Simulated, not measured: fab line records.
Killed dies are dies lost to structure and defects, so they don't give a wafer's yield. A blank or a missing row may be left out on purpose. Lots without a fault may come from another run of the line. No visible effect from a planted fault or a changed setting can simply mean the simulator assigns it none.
Comparing a struck lot with a sound one + flow sky130 + 32 out of 708 route steps
Sound: the wafers L703.2, L703.5, L703.6. The struck wafers were L706.1, L706.2, L706.6. Last of all comes the cause.
At each step with rows: each side's tool, then ch and its chambers, then its first start. Under that, the readings that differ: sound wafers + struck wafers + difference of the means + sigmas: that difference in standard deviations of wafers without a fault.
alike: readings with means less than 2 such deviations apart, plus words and numbers identical on both sides. not compared: withheld readings, readings lacking a value on some wafer, bounds such as >300 that could conceal the same value, and numbers that have no deviation in the record and whose values overlap.
A row with sigmas, a row that says differs or no value, or rows on one side alone: a step with any of these is where the two part. When numbers do not overlap yet have no deviation, they are printed without sigmas and do not part them. Lack of a reading on every wafer of one side parts them only where that side has two or more wafers.

SKY_PWDE_OVL_MEAS_07:
  sound: overlay-01 at day 6 13:08; struck: overlay-02 at day 7 10:06
  alike: PWDE_OVL
after that, 1 step had no rows for these wafers: SKY_PWDE_IMPLANT_08.
SKY_PWDE_STRIP_09: strips in O2/N2.
  sound on plasma asher-03 ch 0,1, day 6 13:19; struck on plasma asher-02 ch 0,1, day 7 10:17
  alike: drypump motor current A, oes product au, strip time to endpoint s
  not compared: rf hours counter h
SKY_PWDE_TW_MEAS_10:
  sound: film metro-04 at day 6 13:26; struck: film metro-01 at day 7 10:23
| reading | sound             | struck            | difference | sigmas |
|---------|-------------------|-------------------|------------|--------|
| PWDE_TW | 375.4 375.6 375.3 | 370.1 371.9 371.5 | -4.3       | -2     |
then, 7 steps without rows for these wafers: SKY_NWELL_DEHYDRATE_03 (time 60 s); SKY_NWELL_HMDS_04 (prime time 60 s); SKY_NWELL_COAT_05 (resist thk 3000 nm); SKY_NWELL_SOFTBAKE_06; SKY_NWELL_EXPOSE_07 (exposes mask NWM, target cd 840 nm); SKY_NWELL_PEB_08; SKY_NWELL_DEVELOP_09 (develop time 60 s).
SKY_NWELL_OVL_MEAS_10:
  sound: overlay-01 at day 7 08:31; struck: overlay-01 at day 8 06:42
  alike: NWELL_00_OVL
SKY_NWELL_IMPLANT_11:
  sound on implanter-02 ch 0, day 7 08:34; struck on implanter-01 ch 0, day 8 07:04
then, 2 steps without rows for these wafers: SKY_NWELL_IMPLANT_12; SKY_NWELL_IMPLANT_13.
SKY_NWELL_STRIP_14: strips in O2/N2.
  sound on plasma asher-04 ch 0,1, day 7 08:59; struck on plasma asher-02 ch 0,1, day 8 07:31
  alike: drypump motor current A, oes product au, strip time to endpoint s
  not compared: rf hours counter h
SKY_NWELL_TW_MEAS_15:
  sound: film metro-03 at day 7 09:06; struck: film metro-04 at day 8 07:37
| reading  | sound          | struck         | difference | sigmas |
|----------|----------------|----------------|------------|--------|
| NWELL_TW | 1815 1822 1809 | 2213 2216 2209 | +397       | +33    |
then, 7 steps without rows for these wafers: SKY_NWELL_DEHYDRATE_16 (time 60 s); SKY_NWELL_HMDS_17 (prime time 60 s); SKY_NWELL_COAT_18 (resist thk 3000 nm); SKY_NWELL_SOFTBAKE_19; SKY_NWELL_EXPOSE_20 (exposes mask NWM COMPLEMENT, target cd 840 nm); SKY_NWELL_PEB_21; SKY_NWELL_DEVELOP_22 (develop time 60 s).
SKY_NWELL_OVL_MEAS_23:
  sound: overlay-02 at day 8 05:13; struck: overlay-01 at day 9 04:21
  alike: NWELL_01_OVL
after that, 1 step had no rows for these wafers: SKY_NWELL_IMPLANT_24.
SKY_NWELL_STRIP_25: strips in O2/N2.
  sound on plasma asher-04 ch 0,1, day 8 05:23; struck on plasma asher-02 ch 0,1, day 9 04:32
| reading                      | sound             | struck            | difference | sigmas |
|------------------------------|-------------------|-------------------|------------|--------|
| strip time to endpoint s (s) | 36.72 36.80 36.85 | 37.06 37.05 37.08 | +0.27      | +2     |
  alike: drypump motor current A, oes product au
  not compared: rf hours counter h
SKY_NWELL_TW_MEAS_26:
  sound: film metro-04 at day 8 05:30; struck: film metro-03 at day 9 04:38
| reading    | sound       | struck      | difference | sigmas |
|------------|-------------|-------------|------------|--------|
| NWELL_2_TW | 486 485 484 | 494 493 495 | +9         | +3     |
then, 1 step without rows for these wafers: SKY_NWELL_CLEAN_27 (cleans in SC1/SC2, time 150 s).
SKY_NWELL_RTA_28: time 30 s.
  sound on rtp anneal-02 ch 0, day 8 05:37; struck on rtp anneal-01 ch 0, day 9 04:45
  alike: lamp power pct, wafer_temp_C_max
SKY_NWELL_RS_MEAS_29: the measuring method here is four-point-probe.
  sound: film metro-03 at day 8 05:43; struck: film metro-01 at day 9 04:51
| reading           | sound             | struck            | difference | sigmas      |
|-------------------|-------------------|-------------------|------------|-------------|
| NWELL_RS (ohm/sq) | 621.2 620.5 620.4 | 432.1 431.5 431.3 | -189.1     | -99 or more |
-- the record jumps here: 40 days lie between the struck wafers' starts before and after (it left off in module NWELL and takes up again in module PAD_OPEN, whose first step shown is number 708 of the route) --
SKY_PAD_OPEN_PROBE_99:
  sound: prober-01 at day 49 00:32; struck: prober-02 at day 49 16:40
| reading                                 | sound                         | struck                        | difference | sigmas |
|-----------------------------------------|-------------------------------|-------------------------------|------------|--------|
| model.etest.pfet_16v.r on ohm um        | 1.463e+04 1.524e+04 1.484e+04 | 1.717e+04 1.642e+04 1.684e+04 | +1.907e+03 |        |
| model.etest.nfet_16v.r on ohm um        | 1.409e+04 1.42e+04 1.416e+04  | 1.266e+04 1.26e+04 1.254e+04  | -1.550e+03 |        |
| model.etest.res nwell.line ohm um       | 1067 1108 1085                | 721.9 684.3 701.9             | -384.0     |        |
| model.etest.res nwell.rs ohm sq         | 876.5 913.7 888.6             | 632.6 595.1 617.8             | -277.8     |        |
| model.etest.pfet g5v0d10v5.r on ohm um  | 4691 4762 4702                | 5013 4973 4949                | +260       |        |
| model.etest.tip_p_5v.rs ohm sq          | 2835 2844 2828                | 3019 3020 3012                | +181       |        |
| model.etest.res nwell.width nm (nm)     | 827.1 831.4 823.8             | 875.8 871.9 879.4             | +48.3      |        |
| model.etest.res iso pwell.width nm (nm) | 2662 2639 2664                | 2602 2602 2600                | -54        |        |
  alike: killed_at_M0_to_M3, killed_at_M4_up, killed at contacts, killed at front end, killed at other, killed dies, killed open, killed short

WHERE THEY PART
First at SKY_PWDE_TW_MEAS_10; last, within this record, at SKY_NWELL_RS_MEAS_29. Later steps at which nothing parts them and some readings are alike: SKY_PAD_OPEN_PROBE_99.

WHY: what the simulator had put in
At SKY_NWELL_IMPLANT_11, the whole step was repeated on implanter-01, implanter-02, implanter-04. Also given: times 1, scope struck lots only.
